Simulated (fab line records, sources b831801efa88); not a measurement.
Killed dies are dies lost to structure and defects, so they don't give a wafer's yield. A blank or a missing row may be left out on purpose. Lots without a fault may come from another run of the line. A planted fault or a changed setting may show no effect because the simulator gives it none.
fab line records | flow sky130
record lots=10 wafers=30 last_day=50
route steps=708 shown METAL4@629 VIA4@657 METAL5@663 PAD_OPEN@708
lots that met no fault: from a run of the same line without faults
start_h: hours from the record's first day to the start of the lot's first wafer shown | wait_h: hours since the lot's step before | " the same as in the row above | L1.1+2: a row that stands for several wafers | - no value, or no start given | * or withheld: withheld | < > ~ a bound
route shown NAME@n: a module of which the file shows steps, and the number in the route of the first | usual: mean/standard deviation of fault-free wafers | same: alike in all rows | chamber/n: place in a boat | sites: the reading at each site | _std_site: their standard deviation | _edge_site: outer sites' mean less inner sites' | radius_mm: how far each site lies from the wafer's centre | mask NAME#n: copy n | behind: the tool/chamber that last shaped the wafer | hold: why the lot was held/for how many hours/how that ended | device: the transistor (n, p or np) that didn't switch | end of line: the same wafers' tests at the end of the route | a step without rows: its recipe alone | killed: dies lost to structure and defects at the first sort, not the wafer's yield | map: a wafer's dies, x killed, . not, _ none there
set.NAME: the setting as run; set.NAME@STEP: as run at that earlier step | model.NAME: the simulator's own value behind a step, which no gauge read
steps of the route over a sample of lots; a table a step, a row a wafer
services: from which hour (start_h, from the record's first day; less than 0 if before it) a tool's chamber was out of use, for how many hours, and why
## steps
# step SKY_METAL4_CD_MEAS_13
# recipe target_cd_nm=300
# usual cd_nm=300.1/1.3
# columns lot.wafer tool chamber start_h wait_h cd_nm
L515.1 cd_sem-01 - 980.27 - 299.3
L515.2 " - " " 299.3
L515.3 " - " " 300.2
L518.4 cd_sem-01 - 1006.88 - 298.4
L518.5 " - " " 299.9
L518.6 " - " " 298.7
L522.2 cd_sem-01 - 1033.39 - 297.5
L522.5 " - " " 297.6
L522.6 " - " " 299.5
L528.2 cd_sem-01 - 1070.69 - 299.4
L528.4 " - " " 300.2
L528.5 " - " " 300.0
L529.1 cd_sem-02 - 1078.77 - 298.3
L529.3 " - " " 298.5
L529.4 " - " " 296.6
L532.2 cd_sem-01 - 1094.94 - 301.4
L532.4 " - " " 301.0
L532.5 " - " " 300.8
L534.2 cd_sem-01 - 1101.89 - 302.7
L534.3 " - " " 301.6
L534.5 " - " " 300.9
L535.1 cd_sem-01 - 1107.52 - 299.6
L535.2 " - " " 298.6
L535.6 " - " " 300.2
L536.1 cd_sem-01 - 1112.96 - 300.0
L536.2 " - " " 302.3
L536.3 " - " " 301.0
L537.3 cd_sem-01 - 1116.56 - 300.4
L537.4 " - " " 299.9
L537.5 " - " " 299.4
# step SKY_VIA4_CVD_18
# recipe material=W target_thk_nm=505 time_s=152.14 temp_c=400 pressure_torr=38.22
# usual heater_power_w=899/57 susceptor_temp_C=400.05/0.24
# columns lot.wafer tool chamber start_h wait_h heater_power_w susceptor_temp_C
L515.1 cvd_w-01 1 1006.11 0.0 845 399.89
L515.2 " 0 " " 838 400.26
L515.3 " 0 " " 841 400.47
L518.4 cvd_w-02 0 1032.29 0.1 889 399.90
L518.5 " 1 " " 1000 400.35
L518.6 " 0 " " 923 399.81
L522.2 cvd_w-01 0 1058.33 0.0 846 400.12
L522.5 " 1 " " 850 399.94
L522.6 " 0 " " 833 400.11
L528.2 cvd_w-01 0 1094.04 0.0 817 399.99
L528.4 " 1 " " 857 399.81
L528.5 " 0 " " 868 400.19
L529.1 cvd_w-01 0 1101.91 0.0 896 411.25
L529.3 " 1 " " 856 399.71
L529.4 " 0 " " 877 410.88
L532.2 cvd_w-01 1 1117.61 0.0 857 400.16
L532.4 " 0 " " 888 410.67
L532.5 " 1 " " 863 400.04
L534.2 cvd_w-02 0 1124.35 0.0 890 399.70
L534.3 " 1 " " 972 399.97
L534.5 " 0 " " 875 399.39
L535.1 cvd_w-02 0 1129.73 0.0 918 400.77
L535.2 " 1 " " 974 400.40
L535.6 " 1 " " 959 400.20
L536.1 cvd_w-02 0 1135.02 0.0 894 399.82
L536.2 " 1 " " 959 399.95
L536.3 " 1 " " 971 399.72
L537.3 cvd_w-02 0 1138.07 0.1 904 399.70
L537.4 " 1 " " 989 399.96
L537.5 " 1 " " 993 399.98
# step SKY_VIA4_RS_MEAS_19
# recipe thk_meas_gauge=four-point-probe reads=W_of_VIA4_CVD_18+TiN_of_VIA4_SPUTTER_17
# usual VIA4_W_RS=0.2313/0.0025
# columns lot.wafer tool chamber start_h wait_h hold VIA4_W_RS[ohm/sq]
L515.1 film_metro-03 - 1006.26 0.1 - 0.2316
L515.2 " - " " - 0.2298
L515.3 " - " " - 0.2313
L518.4 film_metro-04 - 1032.46 0.1 - 0.2356
L518.5 " - " " - 0.2316
L518.6 " - " " - 0.2343
L522.2 film_metro-04 - 1058.50 0.1 - 0.2299
L522.5 " - " " - 0.2310
L522.6 " - " " - 0.2298
L528.2 film_metro-03 - 1094.21 0.1 - 0.2356
L528.4 " - " " - 0.2330
L528.5 " - " " - 0.2339
L529.1 film_metro-01 - 1102.06 0.1 await_dispo/0.2h/release 0.1890
L529.3 " - " " await_dispo/0.2h/release 0.2276
L529.4 " - " " await_dispo/0.2h/release 0.1887
L529.1 film_metro-01 - 1102.50 0.4 - 0.1895
L529.3 " - " " - 0.2280
L529.4 " - " " - 0.1888
L532.2 film_metro-04 - 1117.78 0.1 await_dispo/0.2h/release 0.2318
L532.4 " - " " await_dispo/0.2h/release 0.1899
L532.5 " - " " await_dispo/0.2h/release 0.2301
L532.2 film_metro-04 - 1118.07 0.3 - 0.2321
L532.4 " - " " - 0.1903
L532.5 " - " " - 0.2296
L534.2 film_metro-03 - 1124.52 0.1 - 0.2319
L534.3 " - " " - 0.2318
L534.5 " - " " - 0.2334
L535.1 film_metro-03 - 1129.88 0.1 - 0.2288
L535.2 " - " " - 0.2301
L535.6 " - " " - 0.2300
L536.1 film_metro-01 - 1135.18 0.1 - 0.2331
L536.2 " - " " - 0.2299
L536.3 " - " " - 0.2283
L537.3 film_metro-01 - 1138.21 0.1 - 0.2371
L537.4 " - " " - 0.2327
L537.5 " - " " - 0.2284
# step SKY_VIA4_THK_MEAS_20
# recipe thk_meas_gauge=xrf reads=W_of_VIA4_CVD_18
# usual VIA4_W_THK=514/6.4
# columns lot.wafer tool chamber start_h wait_h hold VIA4_W_THK[nm]
L515.1 film_metro-03 - 1006.38 0.1 - 520
L515.2 " - " " - 523
L515.3 " - " " - 518
L518.4 film_metro-04 - 1032.55 0.1 - 502
L518.5 " - " " - 511
L518.6 " - " " - 505
L522.2 film_metro-04 - 1058.61 0.1 - 509
L522.5 " - " " - 507
L522.6 " - " " - 511
L528.2 film_metro-03 - 1094.32 0.1 - 503
L528.4 " - " " - 513
L528.5 " - " " - 508
L529.1 film_metro-01 - 1106.90 4.4 await_dispo/0.2h/release 635
L529.3 " - " " await_dispo/0.2h/release 525
L529.4 " - " " await_dispo/0.2h/release 640
L529.1 film_metro-01 - 1107.13 0.2 - 639
L529.3 " - " " - 525
L529.4 " - " " - 634
L532.2 film_metro-04 - 1119.46 1.4 await_dispo/0.2h/release 508
L532.4 " - " " await_dispo/0.2h/release 631
L532.5 " - " " await_dispo/0.2h/release 518
L532.2 film_metro-04 - 1119.68 0.2 - 512
L532.4 " - " " - 627
L532.5 " - " " - 518
L534.2 film_metro-03 - 1124.63 0.1 - 518
L534.3 " - " " - 515
L534.5 " - " " - 512
L535.1 film_metro-03 - 1130.00 0.1 - 522
L535.2 " - " " - 516
L535.6 " - " " - 516
L536.1 film_metro-01 - 1135.30 0.1 - 515
L536.2 " - " " - 522
L536.3 " - " " - 526
L537.3 film_metro-01 - 1138.31 0.1 - 505
L537.4 " - " " - 514
L537.5 " - " " - 522
# step SKY_VIA4_CMP_21
# recipe stop_on=SiO2 t_overpolish_s=25 down_force_psi=3.5 platen_rpm=60 target_thk_nm=0 pad_velocity_m_s=0.94248
# usual motor_current_A=10.9/0.86 slurry_flow_ml_min=150.0/0.48 time_to_endpoint_s=121/4.5
# columns lot.wafer tool chamber start_h wait_h hold motor_current_A slurry_flow_ml_min time_to_endpoint_s
L515.3 cmp-01 3 1006.47 0.1 - 12.0 149.0 116
L515.1 " 1 " " - 11.3 150.4 118
L515.2 " 2 " " - 11.8 150.2 119
L518.4 cmp-02 1 1032.71 0.2 - 11.6 150.4 113
L518.5 " 0 " " - 9.4 150.1 121
L518.6 " 1 " " - 11.6 150.2 112
L522.2 cmp-02 1 1058.71 0.1 - 11.5 149.6 114
L522.6 " 1 " " - 11.6 148.8 116
L522.5 " 2 " " - 10.6 150.5 120
L528.2 cmp-01 2 1094.37 0.0 - 11.9 149.5 116
L528.4 " 3 " " - 12.1 149.9 122
L528.5 " 2 " " - 12.0 150.5 120
L529.3 cmp-02 0 1110.49 3.3 await_dispo/3.3h/release 9.2 150.0 127
L529.4 " 2 " " await_dispo/3.3h/release 10.7 150.5 147
L529.1 " 3 " " await_dispo/3.3h/release 11.1 149.9 149
L534.2 cmp-02 0 1124.68 0.0 - 9.5 151.3 130
L534.3 " 2 " " - 10.6 150.6 127
L534.5 " 0 " " - 9.4 150.6 126
L532.4 cmp-01 0 1130.11 10.4 await_dispo/10.3h/release 11.4 149.8 147
L532.2 " 1 " " await_dispo/10.3h/release 11.3 148.6 115
L532.5 " 3 " " await_dispo/10.3h/release 11.8 149.8 121
L535.2 cmp-02 3 1130.11 0.1 - 10.7 150.0 124
L535.1 " 0 " " - 9.2 149.8 126
L535.6 " 2 " " - 10.3 150.0 127
L536.2 cmp-02 0 1135.36 0.0 - 9.4 150.0 128
L536.3 " 1 " " - 11.4 150.0 121
L536.1 " 2 " " - 10.8 150.1 122
L537.4 cmp-02 1 1138.35 0.0 - 11.7 150.3 122
L537.3 " 0 " " - 9.4 150.4 126
L537.5 " 2 " " - 11.0 150.1 129
# step SKY_METAL5_SPUTTER_02
# recipe material=AlCu target_thk_nm=1150 power_w=10600 time_s=61.2 chamber_pressure_pa=0.4
# usual cathode_dc_power_W=10600/2 throttle_valve_pct=30.0/1.1
# columns lot.wafer tool chamber start_h wait_h cathode_dc_power_W throttle_valve_pct
L515.1 pvd_sputter-01 - 1006.82 0.0 10599 32.4
L515.2 " - " " 10597 29.4
L515.3 " - " " 10601 29.7
L518.4 pvd_sputter-02 - 1033.03 0.0 10595 28.7
L518.5 " - " " 10598 29.3
L518.6 " - " " 10599 31.0
L522.2 pvd_sputter-01 - 1059.06 0.0 10602 30.6
L522.5 " - " " 10601 32.3
L522.6 " - " " 10600 30.8
L528.2 pvd_sputter-02 - 1094.72 0.0 10599 30.9
L528.4 " - " " 10603 29.2
L528.5 " - " " 10599 29.1
L529.1 pvd_sputter-01 - 1110.84 0.0 10601 29.0
L529.3 " - " " 10600 29.7
L529.4 " - " " 10602 30.9
L534.2 pvd_sputter-03 - 1125.03 0.0 10598 29.5
L534.3 " - " " 10601 30.2
L534.5 " - " " 10600 29.6
L535.1 pvd_sputter-01 - 1130.41 0.0 10600 30.9
L535.2 " - " " 10599 29.2
L535.6 " - " " 10599 29.9
L532.2 pvd_sputter-03 - 1133.25 0.0 10598 28.6
L532.4 " - " " 10604 29.7
L532.5 " - " " 10599 29.9
L536.1 pvd_sputter-01 - 1135.70 0.0 10602 31.0
L536.2 " - " " 10603 29.1
L536.3 " - " " 10601 30.0
L537.3 pvd_sputter-03 - 1138.70 0.0 10597 29.4
L537.4 " - " " 10603 28.6
L537.5 " - " " 10602 29.3
# step SKY_METAL5_SPUTTER_03
# recipe material=Ti target_thk_nm=5 power_w=3000 time_s=3.3 chamber_pressure_pa=0.4
# usual cathode_dc_power_W=3000.0/0.55 throttle_valve_pct=30.0/1.1
# columns lot.wafer tool chamber start_h wait_h cathode_dc_power_W throttle_valve_pct
L515.1 pvd_sputter-01 - 1006.87 0.0 2999.6 32.1
L515.2 " - " " 2999.6 29.4
L515.3 " - " " 2999.4 29.6
L518.4 pvd_sputter-02 - 1033.07 0.0 3000.1 28.8
L518.5 " - " " 2999.6 29.3
L518.6 " - " " 3000.8 30.9
L522.2 pvd_sputter-01 - 1059.11 0.0 3000.5 30.8
L522.5 " - " " 3001.5 32.2
L522.6 " - " " 2998.9 30.6
L528.2 pvd_sputter-02 - 1094.77 0.0 2999.6 31.2
L528.4 " - " " 3000.0 29.4
L528.5 " - " " 3001.2 28.8
L529.1 pvd_sputter-01 - 1110.89 0.0 2999.1 29.5
L529.3 " - " " 3000.4 29.9
L529.4 " - " " 2999.5 30.6
L534.2 pvd_sputter-03 - 1125.08 0.0 2998.9 29.4
L534.3 " - " " 3000.2 30.1
L534.5 " - " " 2999.6 29.6
L535.1 pvd_sputter-01 - 1130.46 0.0 3000.4 30.7
L535.2 " - " " 3000.2 29.4
L535.6 " - " " 3000.3 30.0
L532.2 pvd_sputter-03 - 1133.30 0.0 2999.5 28.4
L532.4 " - " " 2999.5 30.1
L532.5 " - " " 3000.5 30.2
L536.1 pvd_sputter-01 - 1135.75 0.0 3000.0 30.8
L536.2 " - " " 3000.0 29.6
L536.3 " - " " 3000.0 29.7
L537.3 pvd_sputter-03 - 1138.75 0.0 3000.2 29.3
L537.4 " - " " 2999.3 28.5
L537.5 " - " " 2999.5 29.3
# step SKY_PAD_OPEN_PROBE_99
# usual defect_limited_yield=82.5/1.9 killed_at_M0_to_M3=42/7.2 killed_at_M4_up=3.5/1.8 killed_at_contacts=25/5.7 killed_at_front_end=16/4.6 killed_at_other=0.2/0.41 killed_dies=86/9.3 killed_open=47/6.3 killed_short=39/5.9
# same gross_dies=492 killed_at_back_side=0
# columns lot.wafer tool chamber start_h wait_h defect_limited_yield[%] killed_at_M0_to_M3 killed_at_M4_up killed_at_contacts killed_at_front_end killed_at_other killed_dies killed_open killed_short
L515.1 prober-02 - 1077.43 0.1 80.3 56 2 23 16 0 97 52 45
L515.2 prober-02 - 1077.48 0.1 83.1 45 2 23 13 0 83 33 50
L515.3 prober-02 - 1077.53 0.2 82.7 48 1 14 22 0 85 40 45
L518.4 prober-02 - 1101.24 0.2 83.7 44 5 18 13 0 80 43 37
L518.5 prober-02 - 1101.29 0.2 86.2 33 1 21 13 0 68 40 28
L518.6 prober-02 - 1101.34 0.2 85.0 35 4 20 15 0 74 42 32
L522.2 prober-02 - 1125.67 0.1 81.1 49 3 23 18 0 93 52 41
L522.5 prober-02 - 1125.82 0.2 82.7 44 2 29 10 0 85 49 36
L522.6 prober-02 - 1125.87 0.2 81.1 32 4 39 17 1 93 54 39
L528.2 prober-02 - 1155.85 0.1 83.5 33 4 23 21 0 81 39 42
L528.4 prober-02 - 1155.95 0.2 80.1 61 4 21 12 0 98 55 43
L528.5 prober-02 - 1156.00 0.2 82.9 43 4 25 12 0 84 46 38
L529.1 prober-01 - 1163.98 0.1 84.6 42 4 26 4 0 76 40 36
L529.3 prober-01 - 1164.08 0.2 80.7 55 5 22 12 1 95 49 46
L529.4 prober-01 - 1164.13 0.2 82.7 39 3 29 14 0 85 40 45
L532.2 prober-02 - 1176.98 0.1 81.1 45 4 27 17 0 93 58 35
L532.4 prober-02 - 1177.08 0.2 80.7 53 3 24 15 0 95 52 43
L532.5 prober-02 - 1177.13 0.2 80.7 48 4 24 19 0 95 59 36
L534.2 prober-02 - 1183.40 0.1 82.7 43 3 24 15 0 85 47 38
L534.3 prober-02 - 1183.45 0.2 83.7 44 4 13 19 0 80 52 28
L534.5 prober-02 - 1183.55 0.2 80.3 51 1 24 21 0 97 47 50
L535.1 prober-01 - 1187.24 0.1 82.7 42 2 25 16 0 85 47 38
L535.2 prober-01 - 1187.29 0.1 82.7 41 4 29 11 0 85 42 43
L535.6 prober-01 - 1187.49 0.2 83.1 49 0 17 17 0 83 48 35
L536.1 prober-02 - 1191.69 0.1 81.5 44 8 22 17 0 91 55 36
L536.2 prober-02 - 1191.74 0.1 82.1 42 6 20 20 0 88 51 37
L536.3 prober-02 - 1191.79 0.2 82.9 49 0 18 17 0 84 46 38
L537.3 prober-01 - 1193.69 0.2 82.7 38 4 20 23 0 85 47 38
L537.4 prober-01 - 1193.74 0.2 84.6 38 5 26 7 0 76 45 31
L537.5 prober-01 - 1193.79 0.2 81.5 47 3 23 18 0 91 47 44
# killed by level:class
L515.1 VIA1:geometric_particle:open=15 VIA2:geometric_particle:open=9 CONTACT:geometric_particle:open=7 METAL3:geometric_particle:short=7 METAL2:geometric_particle:short=6 VIA3:geometric_particle:open=6 POLY_GATE:geometric_particle:open=5 LOCAL_INTERCONNECT:geometric_particle:short=5
L515.2 METAL1:geometric_particle:short=8 METAL3:geometric_particle:short=7 CONTACT:geometric_particle:short=7 METAL2:geometric_particle:short=7 CONTACT:geometric_particle:open=6 VIA1:geometric_particle:open=6 VIA2:geometric_particle:open=4 VIA1:geometric_particle:short=4
L515.3 METAL1:geometric_particle:short=7 VIA1:geometric_particle:open=7 METAL2:geometric_particle:short=7 VIA2:geometric_particle:open=6 FIELD_ISO:geometric_particle:short=5 METAL3:geometric_particle:short=5 LI_CONTACT:geometric_particle:open=4 POLY_GATE:geometric_particle:short=4
L518.4 VIA1:geometric_particle:open=11 VIA1:geometric_particle:short=7 VIA2:geometric_particle:open=7 CONTACT:geometric_particle:open=6 CONTACT:geometric_particle:short=5 LI_CONTACT:geometric_particle:open=4 METAL2:geometric_particle:short=4 VIA2:geometric_particle:short=4
L518.5 CONTACT:geometric_particle:open=10 VIA2:geometric_particle:open=7 METAL1:geometric_particle:short=5 VIA1:geometric_particle:open=5 METAL2:geometric_particle:short=5 FIELD_ISO:geometric_particle:open=4 POLY_GATE:geometric_particle:open=4 LOCAL_INTERCONNECT:geometric_particle:short=4
L518.6 VIA1:geometric_particle:open=8 CONTACT:geometric_particle:open=7 LI_CONTACT:geometric_particle:open=6 METAL1:geometric_particle:short=6 FIELD_ISO:geometric_particle:open=5 VIA2:geometric_particle:open=5 FIELD_ISO:geometric_particle:short=4 VIA1:geometric_particle:short=4
L522.2 VIA2:geometric_particle:open=11 VIA1:geometric_particle:open=9 CONTACT:geometric_particle:open=8 METAL1:geometric_particle:short=7 LI_CONTACT:geometric_particle:open=6 FIELD_ISO:geometric_particle:open=5 VIA1:geometric_particle:short=5 LOCAL_INTERCONNECT:geometric_particle:short=4
L522.5 VIA1:geometric_particle:open=15 CONTACT:geometric_particle:open=12 LI_CONTACT:geometric_particle:open=7 METAL2:geometric_particle:short=6 METAL1:geometric_particle:short=5 VIA1:geometric_particle:short=5 VIA3:geometric_particle:open=4 VIA2:geometric_particle:open=4
L522.6 CONTACT:geometric_particle:open=14 LI_CONTACT:geometric_particle:open=10 VIA2:geometric_particle:open=7 CONTACT:geometric_particle:short=6 LOCAL_INTERCONNECT:geometric_particle:short=6 VIA3:geometric_particle:open=5 FIELD_ISO:geometric_particle:short=4 POLY_GATE:geometric_particle:open=4
L528.2 VIA3:geometric_particle:open=9 LI_CONTACT:geometric_particle:open=7 FIELD_ISO:geometric_particle:short=6 VIA1:geometric_particle:open=6 CONTACT:geometric_particle:short=5 METAL1:geometric_particle:short=5 FIELD_ISO:geometric_particle:open=4 CONTACT:geometric_particle:open=4
L528.4 VIA3:geometric_particle:open=10 VIA1:geometric_particle:open=9 METAL2:geometric_particle:short=9 LI_CONTACT:geometric_particle:open=7 LOCAL_INTERCONNECT:geometric_particle:short=5 CONTACT:geometric_particle:open=5 METAL1:geometric_particle:short=5 VIA1:geometric_particle:short=5
L528.5 METAL2:geometric_particle:short=10 VIA1:geometric_particle:open=8 LI_CONTACT:geometric_particle:open=7 LOCAL_INTERCONNECT:geometric_particle:short=7 CONTACT:geometric_particle:open=7 VIA3:geometric_particle:open=6 VIA2:geometric_particle:open=5 POLY_CUT:geometric_particle:open=3
L529.1 CONTACT:geometric_particle:open=11 VIA1:geometric_particle:open=8 METAL2:geometric_particle:short=7 VIA3:geometric_particle:open=6 CONTACT:geometric_particle:short=5 METAL1:geometric_particle:short=5 VIA2:geometric_particle:short=5 LI_CONTACT:geometric_particle:open=3
L529.3 VIA1:geometric_particle:open=15 METAL2:geometric_particle:short=9 VIA2:geometric_particle:open=7 LI_CONTACT:geometric_particle:open=6 CONTACT:geometric_particle:open=6 VIA1:geometric_particle:short=6 CONTACT:geometric_particle:short=5 METAL1:geometric_particle:short=5
L529.4 LI_CONTACT:geometric_particle:open=9 LOCAL_INTERCONNECT:geometric_particle:short=8 VIA3:geometric_particle:open=7 CONTACT:geometric_particle:open=6 VIA1:geometric_particle:open=6 METAL3:geometric_particle:short=5 VIA2:geometric_particle:short=5 FIELD_ISO:geometric_particle:open=4
L532.2 CONTACT:geometric_particle:open=12 VIA1:geometric_particle:open=12 VIA2:geometric_particle:open=9 VIA3:geometric_particle:open=7 METAL2:geometric_particle:short=6 METAL1:geometric_particle:short=6 POLY_GATE:geometric_particle:open=5 FIELD_ISO:geometric_particle:open=4
L532.4 VIA1:geometric_particle:open=14 CONTACT:geometric_particle:open=8 METAL2:geometric_particle:short=7 VIA3:geometric_particle:open=7 POLY_GATE:geometric_particle:open=5 LI_CONTACT:geometric_particle:open=5 CONTACT:geometric_particle:short=5 VIA3:geometric_particle:short=5
L532.5 CONTACT:geometric_particle:open=10 VIA2:geometric_particle:open=8 VIA1:geometric_particle:open=8 VIA3:geometric_particle:open=8 LI_CONTACT:geometric_particle:open=7 FIELD_ISO:geometric_particle:open=6 METAL1:geometric_particle:short=6 VIA3:geometric_particle:short=6
L534.2 VIA1:geometric_particle:open=11 LI_CONTACT:geometric_particle:open=9 CONTACT:geometric_particle:open=7 VIA2:geometric_particle:open=7 FIELD_ISO:geometric_particle:short=5 VIA1:geometric_particle:short=4 METAL2:geometric_particle:short=4 LI_CONTACT:geometric_particle:short=3
L534.3 VIA1:geometric_particle:open=11 LI_CONTACT:geometric_particle:open=7 POLY_GATE:geometric_particle:open=6 VIA3:geometric_particle:open=6 VIA2:geometric_particle:open=6 FIELD_ISO:geometric_particle:short=4 POLY_GATE:geometric_particle:short=4 VIA3:geometric_particle:short=4
L534.5 VIA1:geometric_particle:open=11 VIA1:geometric_particle:short=7 VIA2:geometric_particle:open=7 LI_CONTACT:geometric_particle:open=6 METAL2:geometric_particle:short=6 VIA3:geometric_particle:short=5 POLY_GATE:geometric_particle:short=5 LOCAL_INTERCONNECT:geometric_particle:short=5
L535.1 VIA3:geometric_particle:open=10 CONTACT:geometric_particle:open=8 METAL2:geometric_particle:short=7 VIA2:geometric_particle:open=7 CONTACT:geometric_particle:short=5 POLY_GATE:geometric_particle:open=5 VIA1:geometric_particle:open=5 LI_CONTACT:geometric_particle:open=5
L535.2 CONTACT:geometric_particle:open=12 VIA1:geometric_particle:open=11 LOCAL_INTERCONNECT:geometric_particle:short=6 METAL1:geometric_particle:short=5 LI_CONTACT:geometric_particle:short=5 VIA2:geometric_particle:short=5 VIA3:geometric_particle:short=5 FIELD_ISO:geometric_particle:open=4
L535.6 VIA2:geometric_particle:open=11 CONTACT:geometric_particle:open=10 FIELD_ISO:geometric_particle:short=7 VIA1:geometric_particle:open=7 VIA3:geometric_particle:open=6 VIA1:geometric_particle:short=6 METAL1:geometric_particle:short=4 FIELD_ISO:geometric_particle:open=3
L536.1 VIA1:geometric_particle:open=13 LI_CONTACT:geometric_particle:open=9 VIA1:geometric_particle:short=8 VIA3:geometric_particle:open=8 CONTACT:geometric_particle:open=7 FIELD_ISO:geometric_particle:open=4 METAL4:geometric_particle:short=4 FIELD_ISO:geometric_particle:short=3
L536.2 CONTACT:geometric_particle:open=10 VIA2:geometric_particle:open=10 VIA1:geometric_particle:open=8 FIELD_ISO:geometric_particle:short=6 VIA3:geometric_particle:open=5 METAL4:geometric_particle:short=5 LI_CONTACT:geometric_particle:open=4 FIELD_ISO:geometric_particle:open=3
L536.3 VIA1:geometric_particle:open=11 VIA3:geometric_particle:open=7 FIELD_ISO:geometric_particle:short=6 VIA2:geometric_particle:open=6 CONTACT:geometric_particle:open=5 METAL1:geometric_particle:short=5 VIA1:geometric_particle:short=5 SPACER:geometric_particle:open=4
L537.3 VIA1:geometric_particle:open=17 FIELD_ISO:geometric_particle:short=7 LI_CONTACT:geometric_particle:open=7 POLY_GATE:geometric_particle:short=5 FIELD_ISO:geometric_particle:open=4 CONTACT:geometric_particle:short=4 CONTACT:geometric_particle:open=4 VIA2:geometric_particle:open=4
L537.4 CONTACT:geometric_particle:open=10 VIA1:geometric_particle:open=10 VIA3:geometric_particle:open=8 LI_CONTACT:geometric_particle:open=6 LOCAL_INTERCONNECT:geometric_particle:short=5 METAL2:geometric_particle:short=4 VIA2:geometric_particle:short=4 VIA2:geometric_particle:open=4
L537.5 VIA1:geometric_particle:open=11 VIA2:geometric_particle:open=9 CONTACT:geometric_particle:open=7 CONTACT:geometric_particle:short=7 VIA1:geometric_particle:short=6 VIA3:geometric_particle:open=6 FIELD_ISO:geometric_particle:short=5 FIELD_ISO:geometric_particle:open=5
## services
# columns tool chamber start_h hours kind
cmp-02 - 985.58 12.6 repair
cvd_w-02 1 986.77 12.8 repair
pvd_sputter-03 - 1016.37 3.0 repair
pvd_sputter-01 1 1024.53 - consumable_replace:kit
pvd_sputter-01 1 1024.53 18.0 scheduled_down
pvd_sputter-01 1 1024.53 18.0 vent_cycle
pvd_sputter-02 1 1025.61 - consumable_replace:kit
pvd_sputter-02 1 1025.61 18.0 scheduled_down
cvd_w-01 - 1026.89 6.9 pm
cmp-02 - 1057.40 0.6 repair
pvd_sputter-02 - 1067.27 2.5 repair
pvd_sputter-03 1 1083.67 - consumable_replace:kit
pvd_sputter-03 1 1083.67 18.0 scheduled_down
pvd_sputter-03 1 1083.67 18.0 vent_cycle
cmp-02 - 1084.25 4.0 pm
cmp-02 - 1088.25 - consumable_replace:conditioner
cmp-02 - 1088.25 - consumable_replace:pad
pvd_sputter-03 - 1107.75 6.8 repair
cmp-02 - 1122.65 0.8 repair
cmp-02 - 1124.17 0.3 repair
cmp-01 - 1129.29 0.6 repair
pvd_sputter-03 - 1130.27 2.9 repair
cvd_w-01 - 1131.05 0.4 repair
pvd_sputter-02 - 1138.40 3.4 repair
## key
first_sign step=SKY_VIA4_CVD_18 reading=susceptor_temp_C direction=up sigmas=46 usual=* struck=*
effect step=SKY_VIA4_RS_MEAS_19 reading=visit direction=added
effect step=SKY_VIA4_RS_MEAS_19 reading=VIA4_W_RS direction=down sigmas=17 usual=0.2313 struck=0.1892
effect step=SKY_VIA4_THK_MEAS_20 reading=visit direction=added
effect step=SKY_VIA4_THK_MEAS_20 reading=VIA4_W_THK direction=up sigmas=19 usual=514 struck=635
effect step=SKY_VIA4_CMP_21 reading=time_to_endpoint_s direction=up sigmas=6 usual=* struck=*
met_at SKY_VIA4_CVD_18
struck_lots L529,L532
struck_wafers L529.1,L529.4,L532.4
not_acting_at SKY_METAL4_CD_MEAS_13,SKY_METAL5_SPUTTER_02,SKY_METAL5_SPUTTER_03
onset_between 1094.04 1101.91
fault kind=process_parameter_drift tool=cvd_w-01 chamber=0 onset_h=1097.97 steps=SKY_VIA4_CVD_18 channel=temp_c offset=* shape=step end_h=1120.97 acts_in=* stated=*
